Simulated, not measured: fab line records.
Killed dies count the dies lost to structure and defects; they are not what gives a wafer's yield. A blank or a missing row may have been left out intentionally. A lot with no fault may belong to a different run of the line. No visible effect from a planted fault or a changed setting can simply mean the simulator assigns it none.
What tool caused it? | flow gf180mcu | 15 lots, 45 wafers sampled, at 3 steps of a route of 602

== WHAT THE GAUGES READ, wafer by wafer ==
GF_CONTACT_OVL_MEAS_15. Usual: CONTACT_OVL gives -2 nm (standard deviation 5.6).
lot  | measured     | on         | CONTACT_OVL (nm) | flag
L942 | day 16 11:01 | overlay-02 | 2 1 2            |
L943 | day 17 03:26 | overlay-01 | 4 3 5            |
L945 | day 17 01:18 | overlay-02 | 2 4 -4           |
L946 | day 17 20:29 | overlay-02 | -7 -9 -7         |
L949 | day 18 17:50 | overlay-01 | -7 -3 -4         |
L948 | day 18 16:44 | overlay-02 | 0 1 -2           |
L950 | day 18 14:21 | overlay-01 | 3 4 -7           |
L951 | day 19 09:58 | overlay-01 | 7 2 7            |
L952 | day 20 00:18 | overlay-01 | -7 -6 -6         |
L953 | day 20 00:33 | overlay-02 | 3 -2 -1          |
L954 | day 20 16:26 | overlay-02 | 9 -1 0           |
L955 | day 21 04:41 | overlay-01 | -7 -8 -9         |
L956 | day 21 14:14 | overlay-01 | 2 3 0            |
L957 | day 21 16:02 | overlay-01 | -5 -3 -2         |
L964 | day 23 20:45 | overlay-01 | 2 -5 -4          |

== WHICH TOOL RAN EACH LOT (tool, then ch and the chambers of the sampled wafers, then the start) ==
lot  | GF_VT_IMPLANT_IMPLANT_30        | GF_CONTACT_CMP_04
L942 | implanter-02 ch 0, day 7 05:28  | cmp-01 ch 0,1, day 15 13:07
L943 | implanter-04 ch 0, day 7 16:01  | cmp-02 ch 0,2, day 16 04:22
L945 | implanter-02 ch 0, day 7 19:40  | cmp-01 ch 0,2,3, day 16 02:52
L946 | implanter-02 ch 0, day 8 08:01  | cmp-02 ch 0,1,3, day 16 20:43
L949 | implanter-04 ch 0, day 8 17:04  | cmp-01 ch 0,1,3, day 17 16:28
L948 | implanter-04 ch 0, day 8 19:19  | cmp-01 ch 2,3, day 17 15:57
L950 | implanter-02 ch 0, day 8 20:42  | cmp-02 ch 2,3, day 17 14:35
L951 | implanter-02 ch 0, day 9 06:04  | cmp-02 ch 0,1,3, day 18 09:43
L952 | implanter-04 ch 0, day 9 12:41  | cmp-02 ch 1,2,3, day 18 23:47
L953 | implanter-04 ch 0, day 9 17:06  | cmp-01 ch 1,2,3, day 18 23:59
L954 | implanter-02 ch 0, day 10 03:16 | cmp-01 ch 0,2,3, day 19 15:53
L955 | implanter-04 ch 0, day 10 08:11 | cmp-01 ch 2,3, day 20 04:32
L956 | implanter-02 ch 0, day 10 17:42 | cmp-02 ch 0,1,3, day 20 13:58
L957 | implanter-02 ch 0, day 10 22:30 | cmp-02 ch 1,2,3, day 20 16:46
L964 | implanter-01 ch 0, day 12 19:09 | cmp-02 ch 0,2,3, day 22 21:55
- GF_VT_IMPLANT_IMPLANT_30
- GF_CONTACT_CMP_04: polishes SiO2.

== WHAT THE TOOLS THEMSELVES READ (means of the sampled wafers that have a number; where no wafer has one, the mark that the record gives instead) ==
GF_VT_IMPLANT_IMPLANT_30. Usual: dose-ions-cm2 at 2.5339e+12, with a standard deviation of 2.8e+09.
lot  | tool         | dose-ions-cm2 | flag
L942 | implanter-02 | 2.5308e+12    |
L943 | implanter-04 | 2.5330e+12    |
L945 | implanter-02 | 2.5363e+12    |
L946 | implanter-02 | 2.5333e+12    |
L949 | implanter-04 | 2.5337e+12    |
L948 | implanter-04 | 2.5343e+12    |
L950 | implanter-02 | 2.5335e+12    |
L951 | implanter-02 | 2.5331e+12    |
L952 | implanter-04 | 2.5355e+12    |
L953 | implanter-04 | 2.5311e+12    |
L954 | implanter-02 | 2.4444e+12    | OFF
L955 | implanter-04 | 2.5338e+12    |
L956 | implanter-02 | 2.4389e+12    | OFF
L957 | implanter-02 | 2.4423e+12    | OFF
L964 | implanter-01 | 2.5387e+12    |

GF_CONTACT_CMP_04. Usual: head-pressure-psi 4.000 psi, standard deviation 0.0085; motor-current-A 13.4 A, standard deviation 2.2; time-to-endpoint-s 113 s, standard deviation 7.6.
lot  | tool   | head-pressure-psi (psi) | motor-current-A (A) | time-to-endpoint-s (s) | flag
L942 | cmp-01 | 3.996                   | 12.1                | 109                    |
L943 | cmp-02 | 3.990                   | 16.0                | 115                    |
L945 | cmp-01 | 3.991                   | 12.3                | 107                    |
L946 | cmp-02 | 4.003                   | 12.8                | 117                    |
L949 | cmp-01 | 3.996                   | 12.2                | 113                    |
L948 | cmp-01 | 4.000                   | 13.0                | 110                    |
L950 | cmp-02 | 3.997                   | 15.8                | 116                    |
L951 | cmp-02 | 3.992                   | 12.9                | 114                    |
L952 | cmp-02 | 4.001                   | 13.4                | 119                    |
L953 | cmp-01 | 4.001                   | 12.6                | 110                    |
L954 | cmp-01 | 3.994                   | 12.4                | 101                    |
L955 | cmp-01 | 4.000                   | 12.6                | 107                    |
L956 | cmp-02 | 4.004                   | 12.9                | 118                    |
L957 | cmp-02 | 4.006                   | 13.4                | 115                    |
L964 | cmp-02 | 3.998                   | 15.2                | 111                    |

== THE ANSWER, worked out from the rows above alone ==
Rule: a lot counts as off when the mean over its wafers that have a number is more than 3 standard deviations away from the usual mean. A lot without any number at a reading at which 4 lots or more have one is off too. Any other lot the step has rows for is counted as sound. After the gauges, taken in route order, come the tools' own readings; for these a lot's mean is taken, as printed above. The first step at which some lot is off is used, and at that step the reading that is off furthest; a lot without a number counts as furthest.
Off: L954, L956, L957, at GF_VT_IMPLANT_IMPLANT_30 (dose-ions-cm2).
If a tool, at that step or one of the process steps before it, ran each lot that is off and ran no sound lot following the first of them, it fits. One fits: implanter-02 at GF_VT_IMPLANT_IMPLANT_30. Its last sound lot is L951 (day 9 06:04), its first lot that is off L954 (day 10 03:16): a fault that began between those two fits.
On the lots that are off, the tool's own readings at GF_VT_IMPLANT_IMPLANT_30 differ by more than 5 times the standard deviation of the sound lots' means, which bears it out; dose-ions-cm2 reads 2.4419e+12 there versus 2.5339e+12 on the sound lots.

== WHAT THE SIMULATOR HAD PUT IN ==
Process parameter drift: implanter-02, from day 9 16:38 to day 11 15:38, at GF_VT_IMPLANT_IMPLANT_30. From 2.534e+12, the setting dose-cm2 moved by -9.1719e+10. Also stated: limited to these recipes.
Struck lots among those shown: L954, L956, L957. This agrees with what the rule above found.
